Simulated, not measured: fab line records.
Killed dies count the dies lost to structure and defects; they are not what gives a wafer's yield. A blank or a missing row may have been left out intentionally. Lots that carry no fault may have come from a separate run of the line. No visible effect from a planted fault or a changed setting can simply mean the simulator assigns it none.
Which tool did it?	flow gf180mcu	11 lots, 33 wafers sampled, at 3 steps of a route of 602

## WHAT EACH GAUGE READ, for each wafer
GF_HV_LDD_CD_MEAS_19: the cd target is 400 nm.
lot	measured	on	cd_nm (nm)
L504	day 11 02:28	cd_sem-01	400.3 401.7 402.1
L507	day 11 20:10	cd_sem-01	397.2 395.9 397.2
L509	day 12 09:55	cd_sem-02	402.1 403.3 401.2
L510	day 12 19:55	cd_sem-01	398.4 397.0 400.2
L515	day 14 09:07	cd_sem-02	- - -
L520	day 16 13:17	cd_sem-01	401.2 399.9 399.5
L521	day 16 13:50	cd_sem-02	397.9 397.5 397.1
L524	day 17 09:22	cd_sem-01	397.6 397.2 401.1
L523	day 17 10:10	cd_sem-01	398.1 400.4 399.0
L525	day 17 18:28	cd_sem-01	402.6 403.4 401.8
L526	day 18 05:30	cd_sem-01	397.7 399.0 398.2

## WHAT TOOL EACH LOT RAN ON (gives the tool, then ch and the chambers of the sampled wafers, and finally the start)
lot	GF_POLY_GATE_ETCH_12	GF_HV_LDD_EXPOSE_16
L504	rie_diel-01 ch 0,2, day 9 12:23	iline_stepper-01 ch 0, day 10 16:40
L507	rie_diel-01 ch 1,3, day 10 04:14	iline_stepper-01 ch 0, day 11 11:04
L509	rie_diel-02 ch 0,2,3, day 10 18:37	iline_stepper-02 ch 0, day 12 00:46
L510	rie_diel-02 ch 1,2, day 11 03:59	iline_stepper-02 ch 0, day 12 10:31
L515	rie_diel-01 ch 0,1,3, day 12 16:05	iline_stepper-01 ch 0, day 13 22:49
L520	rie_diel-01 ch 1,2,3, day 14 14:40	iline_stepper-01 ch 0, day 16 02:08
L521	rie_diel-04 ch 0,1, day 14 16:13	iline_stepper-01 ch 0, day 16 02:40
L524	rie_diel-01 ch 1,2,3, day 15 11:04	iline_stepper-01 ch 0, day 16 21:59
L523	rie_diel-02 ch 1,2, day 15 11:46	iline_stepper-01 ch 0, day 16 22:49
L525	rie_diel-02 ch 0,2, day 15 18:35	iline_stepper-02 ch 0, day 17 06:50
L526	rie_diel-04 ch 2,3, day 16 07:20	iline_stepper-02 ch 0, day 17 19:03
- GF_POLY_GATE_ETCH_12: etches BARC in N2/H2.
- GF_HV_LDD_EXPOSE_16: exposes mask Pplus LV AREA, target cd 400 nm.

## THE ANSWER, worked out from the rows above alone
Rule: usual is defined by the lots themselves. Put in order of their means at a reading, lots are off if they are a third of the lots or fewer, leave a main group of 4 or more, and stand apart from it by a gap of 3 or more times the standard deviation of the main group's means; of several such gaps the widest counts. A main group whose means are all the same, to the digits that the tables above print for the reading, isn't used. Also off: a lot with no number at a reading for which 4 or more lots have one. Any other lot the step has rows for is counted as sound.
Off at GF_HV_LDD_CD_MEAS_19 (cd_nm): L515. Without a number there: L515. Main group: mean 399.5 nm, sd 1.9.
If a tool, at a process step before that reading, ran all the lots that are off and no sound lot after the first of them, it fits. Gauges at GF_HV_LDD_CD_MEAS_19: tried the same way as those tools. Not one of the candidates tried fits.

## WHAT THE SIMULATOR PUT IN
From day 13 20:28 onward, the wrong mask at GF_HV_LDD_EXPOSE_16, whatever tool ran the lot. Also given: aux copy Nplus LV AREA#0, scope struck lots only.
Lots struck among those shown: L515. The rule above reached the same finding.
